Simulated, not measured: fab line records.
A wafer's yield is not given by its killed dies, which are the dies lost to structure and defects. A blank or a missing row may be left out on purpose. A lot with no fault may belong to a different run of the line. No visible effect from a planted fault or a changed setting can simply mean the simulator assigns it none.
One fault through the eyes of 2 desks || flow gf180mcu || what lay behind the numbers comes last; until then each desk has only its own

## THE TOOL OWNER'S DESK: implanter-03
The tool's own readings at GF_LVPWELL_IMPLANT_09, given as means over the sampled wafers that have a number, one for each lot that went through this tool. Marked OUT: a lot whose mean sits more than 4 standard deviations from the usual mean, which makes it out of limits; the brackets give that distance.
Columns: A = dose_ions_cm2 at GF_LVPWELL_IMPLANT_09, usual 5e+12; B = faraday_current_uA at GF_LVPWELL_IMPLANT_09, usual 28.2
{"lot": "L996", "first seen here": "day 4 07:56", "A": 5e+12, "B": 28.2}
{"lot": "L101", "first seen here": "day 5 12:02", "A": 5e+12, "B": 28.3}
{"lot": "L103", "first seen here": "day 5 22:42", "A": "6e+12 (+99 or more) OUT", "B": "33.6 (+9.1) OUT"}
{"lot": "L107", "first seen here": "day 6 22:59", "A": "6e+12 (+99 or more) OUT", "B": "34.1 (+9.9) OUT"}
{"lot": "L117", "first seen here": "day 9 06:47", "A": 5e+12, "B": 28.5}
This desk finds L103, L107 out of limits, L103 being first, at day 5 22:42 (dose_ions_cm2 at GF_LVPWELL_IMPLANT_09). L996, L101, L117: within limits.

## AT THE METROLOGY DESK
Means of the sampled wafers that have a number, per lot and without regard to the tool the lot ran on: this is what the gauges read. Marked OUT: a lot whose mean sits more than 4 standard deviations from the usual mean, which makes it out of limits; the brackets give that distance.
Columns: A = VT_IMPLANT_02_OVL at GF_VT_IMPLANT_OVL_MEAS_29, usual 0.0 nm; B = LVPWELL_RS at GF_VT_IMPLANT_RS_MEAS_48, usual 1197 ohm/sq; C = DUAL_GATE_OXIDATION_00_THK at GF_DUAL_GATE_THK_MEAS_03, usual 10.96 nm; D = CONTACT_W_THK at GF_CONTACT_THK_MEAS_26, usual 298 nm
{"lot": "L994", "first seen here": "day 6 19:21", "A": -0.8, "B": 1199, "C": 11.05, "D": 297}
{"lot": "L995", "first seen here": "day 7 03:45", "A": 2.0, "B": 1196, "C": 11.02, "D": 299}
{"lot": "L996", "first seen here": "day 7 09:31", "A": 0.1, "B": 1193, "C": 11.22, "D": 299}
{"lot": "L997", "first seen here": "day 7 15:06", "A": 0.4, "B": 1197, "C": 10.81, "D": 299}
{"lot": "L998", "first seen here": "day 7 22:24", "A": 0.2, "B": 1195, "C": 11.05, "D": 301}
{"lot": "L999", "first seen here": "day 8 04:06", "A": -1.0, "B": 1202, "C": 10.74, "D": 301}
{"lot": "L101", "first seen here": "day 8 19:02", "A": 3.2, "B": 1196, "C": 11.07, "D": 300}
{"lot": "L103", "first seen here": "day 9 06:51", "A": 0.1, "B": "1156 (-13) OUT", "C": 11.25, "D": 298}
{"lot": "L106", "first seen here": "day 10 04:54", "A": 0.7, "B": 1198, "C": 10.93, "D": 300}
{"lot": "L107", "first seen here": "day 10 12:26", "A": -0.4, "B": "1156 (-13) OUT", "C": 10.76, "D": 296}
{"lot": "L112", "first seen here": "day 11 23:54", "A": -1.4, "B": 1197, "C": 10.95, "D": 298}
{"lot": "L115", "first seen here": "day 12 17:21", "A": -1.9, "B": 1192, "C": 11.38, "D": 298}
{"lot": "L116", "first seen here": "day 13 00:35", "A": -0.0, "B": 1193, "C": 10.79, "D": 295}
{"lot": "L117", "first seen here": "day 13 06:53", "A": -2.1, "B": 1199, "C": 10.65, "D": 299}
Finding of this desk: L103, L107 out of limits, first seen on L103 at day 10 01:42 (LVPWELL_RS at GF_VT_IMPLANT_RS_MEAS_48). L994, L995, L996, L997, L998, L999, L101, L106, L112, L115, L116, L117: within limits.

## PUT TOGETHER
The tool owner's desk could have raised an alarm at day 5 22:42, on L103, L107.
L103, L107 would have let the metrology desk raise an alarm at day 10 01:42.
On implanter-03, each named lot ran GF_LVPWELL_IMPLANT_09.

## WHAT WAS PUT IN BY THE SIMULATOR
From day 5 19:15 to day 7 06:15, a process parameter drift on implanter-03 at GF_LVPWELL_IMPLANT_09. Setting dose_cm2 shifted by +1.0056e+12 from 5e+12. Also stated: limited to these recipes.
Struck lots among those shown: L103, L107.
Time in hours from fault onset to the first out-of-limits reading at each desk: tool owner's desk 3, metrology desk 102.
